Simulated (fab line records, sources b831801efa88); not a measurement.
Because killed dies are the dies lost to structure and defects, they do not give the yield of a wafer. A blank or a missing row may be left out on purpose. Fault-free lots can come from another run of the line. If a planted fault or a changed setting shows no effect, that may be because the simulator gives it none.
Which of the tools did it? :: flow gf180mcu :: 39 wafers from 13 lots sampled at 4 of the route's 602 steps

WHAT EACH GAUGE READ, for each wafer
GF_VT_IMPLANT_OVL_MEAS_29.
lot: L132
measured: day 7 00:42
on: overlay-02
VT_IMPLANT_02_OVL (nm): -0.7 -0.6 -0.3

lot: L135
measured: day 7 16:25
on: overlay-01
VT_IMPLANT_02_OVL (nm): -0.5 0.2 -0.4

lot: L136
measured: day 7 20:28
on: overlay-01
VT_IMPLANT_02_OVL (nm): -1.1 -0.1 -1.1

lot: L137
measured: day 8 03:13
on: overlay-01
VT_IMPLANT_02_OVL (nm): 2.2 1.4 2.1

lot: L138
measured: day 8 10:20
on: overlay-02
VT_IMPLANT_02_OVL (nm): 3.8 2.6 0.6

lot: L139
measured: day 8 18:02
on: overlay-02
VT_IMPLANT_02_OVL (nm): 0.5 -1.6 -0.3

lot: L140
measured: day 8 22:28
on: overlay-02
VT_IMPLANT_02_OVL (nm): 1.4 1.1 2.3

lot: L143
measured: day 9 18:02
on: overlay-02
VT_IMPLANT_02_OVL (nm): 0.6 -1.3 0.2

lot: L146
measured: day 10 13:20
on: overlay-01
VT_IMPLANT_02_OVL (nm): 2.1 0.0 0.9

lot: L149
measured: day 11 10:06
on: overlay-01
VT_IMPLANT_02_OVL (nm): 1.2 1.5 1.3

lot: L153
measured: day 12 13:12
on: overlay-01
VT_IMPLANT_02_OVL (nm): 1.2 2.0 0.9

lot: L154
measured: day 12 18:47
on: overlay-02
VT_IMPLANT_02_OVL (nm): -0.2 0.1 0.7

lot: L155
measured: day 13 00:56
on: overlay-01
VT_IMPLANT_02_OVL (nm): 2.2 1.7 0.8

GF_VT_IMPLANT_OVL_MEAS_40.
lot: L132
measured: day 7 16:27
on: overlay-02
VT_IMPLANT_03_OVL (nm): 0.9 1.5 1.7

lot: L135
measured: day 8 08:27
on: overlay-02
VT_IMPLANT_03_OVL (nm): -0.2 1.8 0.7

lot: L136
measured: day 8 12:34
on: overlay-02
VT_IMPLANT_03_OVL (nm): 1.1 0.5 1.4

lot: L137
measured: day 8 19:16
on: overlay-01
VT_IMPLANT_03_OVL (nm): -0.1 0.0 1.4

lot: L138
measured: day 9 03:06
on: overlay-02
VT_IMPLANT_03_OVL (nm): -3.4 -2.1 -2.8

lot: L139
measured: day 9 11:02
on: overlay-01
VT_IMPLANT_03_OVL (nm): -0.9 0.1 2.4

lot: L140
measured: day 9 15:34
on: overlay-02
VT_IMPLANT_03_OVL (nm): 0.2 -1.1 -1.1

lot: L143
measured: day 10 11:26
on: overlay-01
VT_IMPLANT_03_OVL (nm): -1.7 -2.1 -1.4

lot: L146
measured: day 11 07:48
on: overlay-01
VT_IMPLANT_03_OVL (nm): 2.9 1.7 1.8

lot: L149
measured: day 12 04:42
on: overlay-02
VT_IMPLANT_03_OVL (nm): 0.6 0.1 0.2

lot: L153
measured: day 13 09:27
on: overlay-01
VT_IMPLANT_03_OVL (nm): 1.4 1.9 1.8

lot: L154
measured: day 13 14:54
on: overlay-01
VT_IMPLANT_03_OVL (nm): -0.2 0.3 0.4

lot: L155
measured: day 13 21:05
on: overlay-02
VT_IMPLANT_03_OVL (nm): -1.8 -1.1 -1.4

WHICH TOOL RAN EACH LOT (tool, then ch and the chambers of the sampled wafers, then the start)
lot: L132
GF_STI_CVD_03: lpcvd-01 ch 1, day 1 15:04
GF_NWELL_STRIP_10: plasma asher-03 ch 0,1, day 3 11:29

lot: L135
GF_STI_CVD_03: lpcvd-01 ch 0, day 2 02:34
GF_NWELL_STRIP_10: plasma asher-03 ch 0,1, day 4 00:26

lot: L136
GF_STI_CVD_03: lpcvd-01 ch 0, day 2 07:58
GF_NWELL_STRIP_10: plasma asher-03 ch 0,1, day 4 05:04

lot: L137
GF_STI_CVD_03: lpcvd-02 ch 0, day 2 12:34
GF_NWELL_STRIP_10: plasma asher-02 ch 0,1, day 4 09:46

lot: L138
GF_STI_CVD_03: lpcvd-01 ch 1, day 2 17:50
GF_NWELL_STRIP_10: plasma asher-04 ch 0,1, day 4 15:02

lot: L139
GF_STI_CVD_03: lpcvd-01 ch 0, day 2 23:52
GF_NWELL_STRIP_10: plasma asher-04 ch 0,1, day 4 22:32

lot: L140
GF_STI_CVD_03: lpcvd-01 ch 0, day 3 04:01
GF_NWELL_STRIP_10: plasma asher-02 ch 0,1, day 5 02:52

lot: L143
GF_STI_CVD_03: lpcvd-01 ch 1, day 3 18:34
GF_NWELL_STRIP_10: plasma asher-04 ch 0, day 5 17:56

lot: L146
GF_STI_CVD_03: lpcvd-01 ch 1, day 4 09:34
GF_NWELL_STRIP_10: plasma asher-04 ch 0,1, day 6 10:44

lot: L149
GF_STI_CVD_03: lpcvd-01 ch 0, day 5 01:00
GF_NWELL_STRIP_10: plasma asher-03 ch 0,1, day 7 03:53

lot: L153
GF_STI_CVD_03: lpcvd-02 ch 0, day 5 20:34
GF_NWELL_STRIP_10: plasma asher-02 ch 0,1, day 8 01:44

lot: L154
GF_STI_CVD_03: lpcvd-02 ch 0, day 6 01:34
GF_NWELL_STRIP_10: plasma asher-02 ch 0,1, day 8 06:23

lot: L155
GF_STI_CVD_03: lpcvd-02 ch 0, day 6 06:34
GF_NWELL_STRIP_10: plasma asher-03 ch 0,1, day 8 12:20
- GF_STI_CVD_03: deposits Si3N4 from DCS/NH3, target thk 207.16 nm, time 3551 s.
- GF_NWELL_STRIP_10: strips in O2/N2.

AS READ BY THE TOOLS THEMSELVES (means over the sampled wafers that have a number; for cases with no such wafer, the mark the record gives instead)
GF_STI_CVD_03.
lot: L132
tool: lpcvd-01
spike tc centre C (C): 772.7
spike tc top C (C): 784.0
susceptor temp C (C): 769.9
zone power centre pct (%): 14.9

lot: L135
tool: lpcvd-01
spike tc centre C (C): 770.4
spike tc top C (C): 781.7
susceptor temp C (C): 770.0
zone power centre pct (%): 13.6

lot: L136
tool: lpcvd-01
spike tc centre C (C): 770.7
spike tc top C (C): 782.4
susceptor temp C (C): 769.6
zone power centre pct (%): 13.6

lot: L137
tool: lpcvd-02
spike tc centre C (C): 771.3
spike tc top C (C): 785.9
susceptor temp C (C): 770.4
zone power centre pct (%): 12.4

lot: L138
tool: lpcvd-01
spike tc centre C (C): 771.8
spike tc top C (C): 783.2
susceptor temp C (C): 770.1
zone power centre pct (%): 14.8

lot: L139
tool: lpcvd-01
spike tc centre C (C): 771.1
spike tc top C (C): 781.5
susceptor temp C (C): 770.2
zone power centre pct (%): 13.4

lot: L140
tool: lpcvd-01
spike tc centre C (C): 771.1
spike tc top C (C): 782.4
susceptor temp C (C): 770.1
zone power centre pct (%): 13.6

lot: L143
tool: lpcvd-01
spike tc centre C (C): 772.7
spike tc top C (C): 784.0
susceptor temp C (C): 769.7
zone power centre pct (%): 14.7

lot: L146
tool: lpcvd-01
spike tc centre C (C): 772.1
spike tc top C (C): 782.6
susceptor temp C (C): 769.9
zone power centre pct (%): 14.8

lot: L149
tool: lpcvd-01
spike tc centre C (C): 782.7
spike tc top C (C): 780.4
susceptor temp C (C): 770.0
zone power centre pct (%): 16.5

lot: L153
tool: lpcvd-02
spike tc centre C (C): 769.7
spike tc top C (C): 786.8
susceptor temp C (C): 770.4
zone power centre pct (%): 12.4

lot: L154
tool: lpcvd-02
spike tc centre C (C): 770.2
spike tc top C (C): 786.1
susceptor temp C (C): 770.2
zone power centre pct (%): 12.3

lot: L155
tool: lpcvd-02
spike tc centre C (C): 771.5
spike tc top C (C): 786.1
susceptor temp C (C): 770.0
zone power centre pct (%): 12.2

GF_NWELL_STRIP_10.
lot: L132
tool: plasma asher-03
drypump motor current A (A): 5.7
heater power w (W): 355
o2 flow sccm (sccm): 2991
oes product au (a.u.): 0.719
strip time to endpoint s (s): 36.97

lot: L135
tool: plasma asher-03
drypump motor current A (A): 5.7
heater power w (W): 348
o2 flow sccm (sccm): 2997
oes product au (a.u.): 0.720
strip time to endpoint s (s): 37.05

lot: L136
tool: plasma asher-03
drypump motor current A (A): 5.7
heater power w (W): 359
o2 flow sccm (sccm): 3000
oes product au (a.u.): 0.723
strip time to endpoint s (s): 36.92

lot: L137
tool: plasma asher-02
drypump motor current A (A): 6.3
heater power w (W): 354
o2 flow sccm (sccm): 3006
oes product au (a.u.): 0.728
strip time to endpoint s (s): 37.00

lot: L138
tool: plasma asher-04
drypump motor current A (A): 5.0
heater power w (W): 365
o2 flow sccm (sccm): 2998
oes product au (a.u.): 0.720
strip time to endpoint s (s): 37.01

lot: L139
tool: plasma asher-04
drypump motor current A (A): 5.0
heater power w (W): 365
o2 flow sccm (sccm): 2998
oes product au (a.u.): 0.717
strip time to endpoint s (s): 37.10

lot: L140
tool: plasma asher-02
drypump motor current A (A): 6.3
heater power w (W): 355
o2 flow sccm (sccm): 3009
oes product au (a.u.): 0.727
strip time to endpoint s (s): 37.01

lot: L143
tool: plasma asher-04
drypump motor current A (A): 4.9
heater power w (W): 341
o2 flow sccm (sccm): 2999
oes product au (a.u.): 0.722
strip time to endpoint s (s): 36.85

lot: L146
tool: plasma asher-04
drypump motor current A (A): 5.0
heater power w (W): 350
o2 flow sccm (sccm): 2999
oes product au (a.u.): 0.726
strip time to endpoint s (s): 36.95

lot: L149
tool: plasma asher-03
drypump motor current A (A): 5.9
heater power w (W): 363
o2 flow sccm (sccm): 3003
oes product au (a.u.): 0.725
strip time to endpoint s (s): 37.08

lot: L153
tool: plasma asher-02
drypump motor current A (A): 6.3
heater power w (W): 359
o2 flow sccm (sccm): 3004
oes product au (a.u.): 0.726
strip time to endpoint s (s): 36.98

lot: L154
tool: plasma asher-02
drypump motor current A (A): 6.0
heater power w (W): 346
o2 flow sccm (sccm): 3002
oes product au (a.u.): 0.723
strip time to endpoint s (s): 36.74

lot: L155
tool: plasma asher-03
drypump motor current A (A): 5.7
heater power w (W): 357
o2 flow sccm (sccm): 2995
oes product au (a.u.): 0.723
strip time to endpoint s (s): 37.08

THE ANSWER, worked out from the rows above alone
Rule: what is usual is taken from the lots themselves. Put in order of their means at a reading, lots are off if they are a third of the lots or fewer, leave a main group of 4 or more, and stand apart from it by a gap of 3 or more times the standard deviation of the main group's means; of several such gaps the widest counts. If all means in a main group match to the digits the tables above print for the reading, that group is not used. A lot without any number at a reading at which 4 lots or more have one is off too. Where the step has rows for the other lots, those lots are counted as sound. The gauges are gone through in route order, then the tools' own readings, and for those a lot's mean is taken as printed above. At the first step where some lot is off, the reading lying furthest off is the one used; lots without a number count as furthest.
Off, at GF_STI_CVD_03 on spike tc centre C: L149. The main group: mean 771.3 C, standard deviation 0.91.
A tool fits if, at that step or a process step before it, it ran every lot that is off, and no sound lot after the first of them. One fits: GF_STI_CVD_03 on lpcvd-01. Its last sound lot is L146 (day 4 09:34), its first lot that is off L149 (day 5 01:00): a fault that began between those two fits.
The tool's own readings at GF_STI_CVD_03 bear it out: on the lots that are off they differ by more than 5 times the standard deviation of the sound lots' means. spike tc centre C reads 782.7 C there against 771.3 C on the sound lots.

WHAT THE SIMULATOR HAD PUT IN
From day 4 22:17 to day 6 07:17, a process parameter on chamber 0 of lpcvd-01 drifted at GF_STI_CVD_03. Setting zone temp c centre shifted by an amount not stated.
Lots struck among those shown: L149. This agrees with what the rule above found.
